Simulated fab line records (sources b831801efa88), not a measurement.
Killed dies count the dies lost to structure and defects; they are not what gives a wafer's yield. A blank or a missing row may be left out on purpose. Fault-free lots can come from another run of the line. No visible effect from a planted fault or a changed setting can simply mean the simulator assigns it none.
The tool behind it: which one?    flow gf180mcu    Sampling: 12 lots, 36 wafers, 5 of 602 route steps

## WHAT THE GAUGES SHOWED, per wafer
GF_MIM_THK_MEAS_06.
lot   measured      on             MIM_CVD_05_THK (nm)
L321  day 24 21:14  film-metro-01  41.3 41.3 42.0
L322  day 25 10:58  film-metro-01  41.5 42.0 42.4
L323  day 25 17:59  film-metro-02  45.7 46.0 45.4
L326  day 26 19:29  film-metro-02  44.3 44.4 44.8
L335  day 29 22:52  film-metro-02  41.0 41.7 42.1
L337  day 30 04:56  film-metro-03  43.0 41.4 42.4
L336  day 30 08:07  film-metro-02  42.4 42.0 42.6
L338  day 30 09:39  film-metro-02  42.1 42.3 43.2
L339  day 30 12:44  film-metro-01  41.9 42.3 42.6
L340  day 30 22:24  film-metro-03  42.2 43.2 42.0
L341  day 31 02:25  film-metro-01  42.1 42.3 43.1
L342  day 31 09:26  film-metro-03  41.4 42.5 42.3

GF_MIM_RS_MEAS_10: measures by four-point-probe.
lot   measured      on             MIM_ALCU_RS (ohm/sq)
L321  day 24 21:23  film-metro-02  0.1581 0.1572 0.1574
L322  day 25 11:07  film-metro-03  0.1602 0.1598 0.1585
L323  day 25 18:10  film-metro-01  0.1576 0.1601 0.1596
L326  day 26 19:44  film-metro-02  0.1590 0.1595 0.1579
L335  day 29 23:01  film-metro-01  0.1650 0.1648 0.1629
L337  day 30 05:08  film-metro-03  0.1609 0.1601 0.1623
L336  day 30 08:16  film-metro-01  0.1623 0.1615 0.1619
L338  day 30 09:49  film-metro-01  0.1605 0.1611 0.1625
L339  day 30 12:55  film-metro-03  0.1600 0.1613 0.1614
L340  day 30 22:34  film-metro-01  0.1636 0.1629 0.1634
L341  day 31 02:35  film-metro-03  0.1618 0.1611 0.1630
L342  day 31 09:35  film-metro-02  0.1613 0.1592 0.1617

## TOOL THAT RAN EACH LOT (tool first, then ch and the chambers of the sampled wafers, then the start)
lot   GF_V4_CVD_23                   GF_MIM_SPUTTER_03             GF_MIM_CVD_05
L321  cvd-w-01 ch 0, day 24 20:21    pvd-sputter-03, day 24 21:08  pecvd-04 ch 0,2, day 24 21:11
L322  cvd-w-02 ch 0,1, day 25 10:07  pvd-sputter-01, day 25 10:52  pecvd-03 ch 1,2, day 25 10:56
L323  cvd-w-01 ch 1, day 25 17:04    pvd-sputter-01, day 25 17:51  pecvd-04 ch 0,1, day 25 17:56
L326  cvd-w-02 ch 0,1, day 26 18:38  pvd-sputter-04, day 26 19:23  pecvd-04 ch 0,1,2, day 26 19:27
L335  cvd-w-02 ch 0,1, day 29 22:01  pvd-sputter-01, day 29 22:46  pecvd-04 ch 0,1,2, day 29 22:49
L337  cvd-w-02 ch 0,1, day 30 04:07  pvd-sputter-03, day 30 04:49  pecvd-03 ch 0,1,2, day 30 04:54
L336  cvd-w-01 ch 0,1, day 30 07:16  pvd-sputter-03, day 30 08:01  pecvd-04 ch 1,2, day 30 08:05
L338  cvd-w-01 ch 0,1, day 30 08:47  pvd-sputter-01, day 30 09:32  pecvd-04 ch 0,2, day 30 09:36
L339  cvd-w-02 ch 0,1, day 30 11:54  pvd-sputter-01, day 30 12:37  pecvd-03 ch 0,1, day 30 12:41
L340  cvd-w-02 ch 0,1, day 30 21:27  pvd-sputter-01, day 30 22:12  pecvd-03 ch 0,1,2, day 30 22:16
L341  cvd-w-01 ch 0,1, day 31 01:33  pvd-sputter-03, day 31 02:19  pecvd-04 ch 0,1,2, day 31 02:22
L342  cvd-w-02 ch 0,1, day 31 08:35  pvd-sputter-03, day 31 09:20  pecvd-04 ch 0,1,2, day 31 09:24
- GF_V4_CVD_23: deposits W, target thk 350 nm, time 104.9 s.
- GF_MIM_SPUTTER_03: material Ti, target thk 10 nm, time 6.7 s.
- GF_MIM_CVD_05: deposits Si3N4, target thk 42 nm, time 29.086 s.

## WHAT THE TOOLS THEMSELVES READ (means of the sampled wafers that have a number; where no wafer has one, the mark that the record gives instead)
GF_V4_CVD_23.
lot   tool      chamber-pressure-Torr (Torr)  heater-power-w (W)  run-length-s (s)
L321  cvd-w-01  40.04                         845                 132.2
L322  cvd-w-02  39.97                         919                 132.6
L323  cvd-w-01  40.03                         792                 132.4
L326  cvd-w-02  40.02                         899                 132.8
L335  cvd-w-02  39.97                         910                 132.7
L337  cvd-w-02  39.96                         905                 133.1
L336  cvd-w-01  40.01                         819                 132.0
L338  cvd-w-01  40.01                         826                 132.2
L339  cvd-w-02  39.98                         904                 132.9
L340  cvd-w-02  39.95                         900                 133.0
L341  cvd-w-01  40.05                         821                 132.5
L342  cvd-w-02  39.95                         918                 132.5

GF_MIM_SPUTTER_03.
lot   tool            throttle-valve-pct (%)
L321  pvd-sputter-03  29.8
L322  pvd-sputter-01  29.7
L323  pvd-sputter-01  29.8
L326  pvd-sputter-04  29.8
L335  pvd-sputter-01  29.7
L337  pvd-sputter-03  31.0
L336  pvd-sputter-03  31.4
L338  pvd-sputter-01  30.0
L339  pvd-sputter-01  30.0
L340  pvd-sputter-01  30.0
L341  pvd-sputter-03  30.0
L342  pvd-sputter-03  31.3

GF_MIM_CVD_05.
lot   tool      heater-power-w (W)  run-length-s (s)  temp-max-c (C)
L321  pecvd-04  599                 56.8              399.90
L322  pecvd-03  729                 57.4              399.85
L323  pecvd-04  590                 58.4              399.86
L326  pecvd-04  554                 58.7              400.14
L335  pecvd-04  603                 56.7              399.94
L337  pecvd-03  725                 56.7              400.01
L336  pecvd-04  646                 56.7              400.00
L338  pecvd-04  596                 57.1              400.07
L339  pecvd-03  683                 56.7              399.96
L340  pecvd-03  712                 56.8              399.93
L341  pecvd-04  610                 56.5              399.93
L342  pecvd-04  621                 56.8              399.93

## THE ANSWER, worked out from the rows above alone
Rule: usual is defined by the lots themselves. Put in order of their means at a reading, lots are off if they are a third of the lots or fewer, leave a main group of 4 or more, and stand apart from it by a gap of 3 or more times the standard deviation of the main group's means; of several such gaps the widest counts. A main group is skipped when, at the precision printed for the reading in the tables above, its means are all equal. Also off: a lot with no number at a reading for which 4 or more lots have one. The other lots that the step has rows for count as sound. The gauges are gone through in route order, then the tools' own readings, and for those a lot's mean is taken as printed above. The first step at which some lot is off is used, and at that step the reading that is off furthest; a lot without a number counts as furthest.
Off: L323, L326, at GF_MIM_THK_MEAS_06 (MIM_CVD_05_THK). Main group: mean 42.2 nm, sd 0.34.
A tool fits if, at a process step before that reading, it ran every lot that is off, and no sound lot after the first of them. The gauges at GF_MIM_THK_MEAS_06 aren't tried: what is off there is off at GF_MIM_CVD_05 too, on other tools, and a gauge's error can't cause that. Of those tried, none fits.

## WHAT WAS PUT IN BY THE SIMULATOR
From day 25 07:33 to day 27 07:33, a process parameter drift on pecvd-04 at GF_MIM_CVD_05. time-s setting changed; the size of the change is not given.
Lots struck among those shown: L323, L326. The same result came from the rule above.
